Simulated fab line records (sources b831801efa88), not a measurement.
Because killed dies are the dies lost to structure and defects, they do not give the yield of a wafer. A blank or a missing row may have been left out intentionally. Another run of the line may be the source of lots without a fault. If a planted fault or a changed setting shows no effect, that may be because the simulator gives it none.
Which tool did it? :: flow gf180mcu :: at 1 step of a route of 602, 6 lots with 18 wafers sampled

== WHAT THE GAUGES SHOWED, per wafer ==
GF_CONTACT_THK_MEAS_26: measures by xrf.
lot: L437
measured: day 17 06:53
on: film metro-01
CONTACT_W_THK (nm): 296 301 291

lot: L439
measured: day 17 23:01
on: film metro-01
CONTACT_W_THK (nm): 300 301 299

lot: L442
measured: day 18 20:26
on: film metro-03
CONTACT_W_THK (nm): 298 293 291

lot: L444
measured: day 19 18:27
on: film metro-01
CONTACT_W_THK (nm): 289 296 296

lot: L446
measured: day 20 15:01
on: film metro-01
CONTACT_W_THK (nm): 301 291 299

lot: L450
measured: day 22 06:22
on: film metro-04
CONTACT_W_THK (nm): 294 297 303

== WHAT TOOL EACH LOT RAN ON (gives the tool, then ch and the chambers of the sampled wafers, and finally the start) ==
The record shows no process step preceding these readings.

== THE ANSWER, worked out from the rows above alone ==
Rule: usual is defined by the lots themselves. The widest of any qualifying gaps counts: lots, ordered by their means at a reading, are off when they make up no more than a third of the lots, leave a main group of 4 or more, and stand apart from it by 3 or more times the standard deviation of that group's means. A main group whose means are all the same, to the digits that the tables above print for the reading, isn't used. A lot without any number at a reading at which 4 lots or more have one is off too. The other lots that the step has rows for count as sound.
Across all readings shown, no lot is off: no conclusion can be drawn from this.

== WHAT THE SIMULATOR PUT IN ==
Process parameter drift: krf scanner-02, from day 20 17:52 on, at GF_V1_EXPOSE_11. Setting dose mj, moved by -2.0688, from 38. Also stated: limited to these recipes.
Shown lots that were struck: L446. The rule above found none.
